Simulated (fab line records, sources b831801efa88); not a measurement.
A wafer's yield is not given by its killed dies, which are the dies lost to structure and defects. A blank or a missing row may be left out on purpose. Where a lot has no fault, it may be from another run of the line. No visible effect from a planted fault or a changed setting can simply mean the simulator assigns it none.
Chamber matching ; flow gf180mcu ; cmp-02 running GF_CONTACT_CMP_27: 4 sister chambers
The step polishes, stops on SiO2, t overpolish 15 s, target thk 0 nm. 8 wafers are shown with their chamber, then 10 later ones without.

## EACH WAFER AND ITS CHAMBER
wafer;chamber;motor_current_A (A);overpolish_run_s (s)
L992.4;3;10.6;14.995
L995.5;1;10.2;14.996
L100.6;3;9.8;14.990
L102.1;1;10.7;15.007
L102.3;2;13.4;14.993
L102.4;0;10.3;15.001
L104.2;0;10.8;15.017
L104.3;2;13.2;15.003

## WAFERS MISSING THEIR CHAMBER
wafer;motor_current_A (A);overpolish_run_s (s)
L104.5;10.1;15.012
L107.3;10.2;14.990
L107.4;14.0;15.016
L107.6;10.6;15.013
L111.3;9.9;15.012
L111.4;10.2;15.004
L111.6;10.2;15.008
L113.1;13.6;14.994
L113.2;10.3;15.002
L113.3;10.7;14.975

## EACH ONE'S CHAMBER
wafer;from the rows above;in truth
L104.5;can't be placed: 0 or 1 or 3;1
L107.3;can't be placed: 3 or 1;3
L107.4;2;2
L107.6;can't be placed: 0 or 1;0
L111.3;can't be placed: 0 or 1 or 3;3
L111.4;can't be placed: 1 or 0 or 3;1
L111.6;can't be placed: 0 or 1 or 3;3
L113.1;2;2
L113.2;can't be placed: 1 or 0 or 3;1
L113.3;can't be placed: 3 or 1 or 0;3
Correct placement for 2 of the 10. Cannot be placed on the basis of these rows: 8; the candidates contain the true chamber in 8. Placed wrongly: 0.
How it was worked out, from the rows above alone: a wafer's distance from a chamber is the root of the sum, over the readings, of the square of ((its reading less the chamber's mean) divided by the reading's scatter). If the next closest chamber is less than 2 further off than the closest, the wafer can't be placed; otherwise it belongs to the closest. Each chamber's mean is taken over the wafers shown for it. The scatter is the square root of a quotient: the sum, over the shown wafers, of each reading's squared deviation from its chamber's mean, divided by wafers minus chambers.
